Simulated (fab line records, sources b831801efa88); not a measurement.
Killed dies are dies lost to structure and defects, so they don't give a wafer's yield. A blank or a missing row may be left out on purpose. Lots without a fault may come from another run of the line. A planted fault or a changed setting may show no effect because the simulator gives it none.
Chamber matching | flow gf180mcu | GF_V2_CMP_04 on cmp-02: 4 sister chambers
The step polishes SiO2. 16 wafers are shown with their chamber, then 8 later ones without.

WAFERS WITH THEIR CHAMBER
wafer  | chamber | motor_current_A (A) | time_to_endpoint_s (s)
L262.1 | 0       | 11.0                | 72
L262.2 | 3       | 10.9                | 78
L262.5 | 0       | 10.8                | 79
L266.2 | 2       | 12.0                | 81
L266.5 | 3       | 11.0                | 89
L266.6 | 2       | 13.0                | 84
L267.2 | 1       | 12.8                | 73
L267.4 | 0       | 11.2                | 76
L267.6 | 2       | 12.9                | 73
L269.2 | 0       | 11.6                | 80
L269.3 | 2       | 12.0                | 74
L269.6 | 3       | 10.7                | 84
L271.1 | 1       | 12.6                | 78
L271.3 | 0       | 10.7                | 73
L271.4 | 3       | 10.8                | 84
L272.1 | 2       | 12.3                | 81

SIGNATURES (means of the wafers above)
reading            | chamber 0 | chamber 1 | chamber 2 | chamber 3 | scatter within a chamber
motor_current_A    | 11.060    | 12.700    | 12.440    | 10.850    | 0.355
time_to_endpoint_s | 76.00     | 75.50     | 78.60     | 83.75     | 4.25
Rule: a wafer's distance from a chamber is the root of the sum, over the readings, of the square of ((its reading less the chamber's mean) divided by the reading's scatter). The wafer belongs to the nearest chamber; if the next one is less than 2 further off, it can't be placed. The scatter: the root of (the sum of the squares of (reading less its chamber's mean) over the shown wafers, divided by (wafers less chambers)).

WAFERS WITHOUT THEIR CHAMBER
wafer  | motor_current_A (A) | time_to_endpoint_s (s)
L272.2 | 13.2                | 76
L272.3 | 10.6                | 85
L274.4 | 12.1                | 85
L274.5 | 12.3                | 81
L274.6 | 12.2                | 90
L283.1 | 11.1                | 78
L283.2 | 12.5                | 82
L283.3 | 10.9                | 74

WHICH CHAMBER EACH WENT THROUGH
wafer  | from the rows above               | in truth
L272.2 | can't be placed: 1 or 2           | 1
L272.3 | can't be placed: 3 or 0           | 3
L274.4 | can't be placed: 2 or 1 or 3 or 0 | 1
L274.5 | can't be placed: 2 or 1           | 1
L274.6 | can't be placed: 2 or 1 or 3 or 0 | 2
L283.1 | can't be placed: 0 or 3           | 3
L283.2 | can't be placed: 2 or 1           | 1
L283.3 | can't be placed: 0 or 3           | 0
Placed correctly: 0 of 8. Can't be placed from these rows: 8 (the true chamber is among the candidates in 8). Placed wrongly: 0.
